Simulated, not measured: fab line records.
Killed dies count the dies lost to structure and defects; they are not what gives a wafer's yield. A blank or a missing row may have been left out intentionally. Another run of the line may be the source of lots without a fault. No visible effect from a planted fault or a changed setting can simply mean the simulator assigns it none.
A lot that was struck, set against a sound lot    flow sky130    17 out of 708 route steps
Sound: the wafers L744.1, L744.2, L744.3. Wafers L752.1, L752.2, L752.5 were the ones struck. The cause is named last.
Order at every step that has rows: each side's tool, ch and its chambers, its first start. Under that, the readings that differ: sound wafers    struck wafers    difference of the means    sigmas: that difference in standard deviations of wafers without a fault.
alike: a reading whose means differ by less than 2 such deviations, as well as words and numbers matching on both sides. not compared: withheld readings; readings where some wafer has no value; bounds like >300 that might hide an equal value; numbers whose values overlap and for which the record gives no deviation.
The two part at a step that has a row with sigmas, a row that says differs or no value, or rows on one side only. When numbers do not overlap yet have no deviation, they are printed without sigmas and do not part them. Lack of a reading on every wafer of one side parts them only where that side has two or more wafers.

SKY_LDD_HVN_OVL_MEAS_07:
  struck on overlay-01, day 23 20:14; sound on overlay-01, day 20 07:56
reading           sound           struck       difference  sigmas
LDD_HVN_OVL (nm)  -1.6 -3.6 -1.7  2.6 0.5 0.6  +3.5        +3
next, for these wafers, 1 step has no rows: SKY_LDD_HVN_IMPLANT_08.
SKY_LDD_HVN_STRIP_09: strips in O2/N2.
  sound on plasma asher-01 ch 0,1, day 20 08:08; struck on plasma asher-02 ch 0,1, day 23 20:26
  alike: drypump motor current A, oes product au, strip time to endpoint s
  not compared: rf hours counter h
SKY_LDD_HVN_TW_MEAS_10:
  struck on film metro-04, day 23 20:32; sound on film metro-03, day 20 08:14
  alike: LDD_HVN_TW
then, 7 steps without rows for these wafers: SKY_LDD_HVP_DEHYDRATE_00 (time 60 s); SKY_LDD_HVP_HMDS_01 (prime time 60 s); SKY_LDD_HVP_COAT_02 (resist thk 300 nm); SKY_LDD_HVP_SOFTBAKE_03 (time 60 s); SKY_LDD_HVP_EXPOSE_04 (exposes mask HVPTM, target cd 700 nm); SKY_LDD_HVP_PEB_05; SKY_LDD_HVP_DEVELOP_06 (develop time 60 s).
SKY_LDD_HVP_OVL_MEAS_07:
  struck on overlay-02, day 25 02:00; sound on overlay-02, day 21 15:11
  alike: LDD_HVP_OVL
SKY_LDD_HVP_IMPLANT_08:
  sound on implanter-01 ch 0, day 21 15:13; struck on implanter-04 ch 0, day 25 02:02
reading                           sound                      struck                            difference   sigmas
beam on s (s)                     9.88 9.94 9.87             12.34 13.15 12.68                 +2.83        +14
end station pressure torr (Torr)  5.29e-06 4.65e-06 4.8e-06  0.00011802 0.00010991 0.00012051  +0.00011123  +99 or more
faraday current uA                96.7 96.6 97.0             78.7 73.9 75.9                    -20.6        -11
  alike: dose ions cm2
SKY_LDD_HVP_STRIP_09: strips in O2/N2.
  sound on plasma asher-03 ch 0,1, day 21 15:22; struck on plasma asher-03 ch 0,1, day 25 02:11
  alike: drypump motor current A, oes product au, strip time to endpoint s
  not compared: rf hours counter h
SKY_LDD_HVP_TW_MEAS_10:
  struck on film metro-01, day 25 02:17; sound on film metro-03, day 21 15:28
reading     sound              struck             difference  sigmas
LDD_HVP_TW  461.3 461.3 460.8  493.2 496.4 496.2  +34.1       +19
then, 1 step without rows for these wafers: SKY_LDD_LDN_DEHYDRATE_00 (time 60 s).
-- here the record skips 23 days between the struck wafers' starts before and after, leaving off in module LDD_LDN and picking up in module PAD_OPEN (first step shown: number 708 of the route) --
SKY_PAD_OPEN_PROBE_99:
  struck on prober-02, day 48 11:02; sound on prober-01, day 46 01:04
reading                         sound           struck          difference  sigmas
model.etest.tip_p_5v.rs ohm sq  2846 2844 2858  2346 2340 2344  -506        
  alike: killed_at_M0_to_M3, killed_at_M4_up, killed at contacts, killed at front end, killed at other, killed dies, killed open, killed short

## WHERE THEY PART
Last at SKY_LDD_HVP_TW_MEAS_10 as far as this record goes, first at SKY_LDD_HVN_OVL_MEAS_07. Later steps at which nothing parts them and some readings are alike: SKY_PAD_OPEN_PROBE_99.

WHY: what the simulator had put in
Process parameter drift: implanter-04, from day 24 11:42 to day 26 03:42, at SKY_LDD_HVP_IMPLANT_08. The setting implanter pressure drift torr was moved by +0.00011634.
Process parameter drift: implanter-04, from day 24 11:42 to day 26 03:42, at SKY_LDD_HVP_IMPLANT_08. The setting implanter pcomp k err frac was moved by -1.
